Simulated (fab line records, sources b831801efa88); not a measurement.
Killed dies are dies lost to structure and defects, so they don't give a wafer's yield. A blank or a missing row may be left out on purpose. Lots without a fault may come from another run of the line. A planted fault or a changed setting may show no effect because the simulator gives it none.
A struck lot beside a sound one | flow sky130 | 15 steps out of a route of 708
Sound: wafers L116.2, L116.3, L116.5. Struck: wafers L125.2, L125.3, L125.6. The cause comes at the end.
At each step with rows: each side's tool, then ch and its chambers, then its first start. Under that, the readings that differ: sound wafers | struck wafers | difference of the means | sigmas: that difference in standard deviations of wafers without a fault.
alike: readings whose means differ by less than 2 such deviations, and words and numbers that are the same on both sides. not compared: withheld readings, readings that some wafer has no value for, bounds like >300 that may hide the same value, and numbers for which the record gives no deviation and whose values overlap.
The two part at a step that has a row with sigmas, a row that says differs or no value, or rows on one side only. Numbers that don't overlap but have no deviation are shown without sigmas and don't part them. A reading that every wafer of one side lacks parts them only if that side has two wafers or more.

SKY_SONOS_ONO_OVL_MEAS_14:
  sound on overlay-01, day 13 16:13; struck on overlay-01, day 15 22:22
  alike: SONOS_ONO_OVL
SKY_SONOS_ONO_ETCH_15: etches the open film in CHF3/O2, target depth 19.52 nm, time 7.8 s.
  sound on rie_diel-04 ch 1,2,3, day 13 16:14; struck on rie_diel-03 ch 2,3, day 15 22:23
  alike: bias_w, drypump_motor_current_A, oes_product_au, throttle_valve_pct
  not compared: rf_hours_counter_h
then, 1 step without rows for these wafers: SKY_SONOS_ONO_WET_ETCH_16 (etches SiO2 in dHF, target depth 14 nm, time 280 s).
SKY_SONOS_ONO_STRIP_17: strips in O2/N2.
  sound on plasma_asher-04 ch 0, day 13 16:21; struck on plasma_asher-03 ch 0,1, day 15 22:29
  alike: drypump_motor_current_A, oes_product_au, strip_time_to_endpoint_s
  not compared: rf_hours_counter_h
then, 3 steps without rows for these wafers: SKY_SONOS_ONO_WET_ETCH_18 (etches Si3N4 in H3PO4, target depth 15 nm, time 172 s); SKY_GATE_OXIDE_CLEAN_00 (cleans in SC1/SC2, time 150 s); SKY_GATE_OXIDE_OXIDATION_01 (stabilise 600 s, purge 300 s, target thk 10.268 nm).
SKY_GATE_OXIDE_THK_MEAS_02:
  sound on film_metro-02, day 13 17:58; struck on film_metro-02, day 16 01:07
  alike: GATE_OXIDE_OXIDATION_00_THK
then, 4 steps without rows for these wafers: SKY_GATE_OXIDE_DEHYDRATE_03 (time 60 s); SKY_GATE_OXIDE_HMDS_04 (prime time 60 s); SKY_GATE_OXIDE_COAT_05 (resist thk 1140 nm); SKY_GATE_OXIDE_SOFTBAKE_06 (time 60 s).
SKY_GATE_OXIDE_EXPOSE_07: exposes mask LVOM, target cd 600 nm.
  sound on iline_stepper-02 ch 0, day 14 07:26; struck on iline_stepper-02 ch 0, day 16 15:19
  reading | sound                | struck                        | difference | sigmas
  mask    | LVOM#0 LVOM#0 LVOM#0 | LVOM_R1#0 LVOM_R1#0 LVOM_R1#0 | differs    |
then, 1 step without rows for these wafers: SKY_GATE_OXIDE_PEB_08.
SKY_PAD_OPEN_PROBE_99:
  the record has rows for the sound wafers here (prober-01, day 46 23:57) and none for the struck ones

WHERE THEY PART
First at SKY_GATE_OXIDE_EXPOSE_07; last, within this record, at SKY_PAD_OPEN_PROBE_99.

WHY: what the simulator had put in
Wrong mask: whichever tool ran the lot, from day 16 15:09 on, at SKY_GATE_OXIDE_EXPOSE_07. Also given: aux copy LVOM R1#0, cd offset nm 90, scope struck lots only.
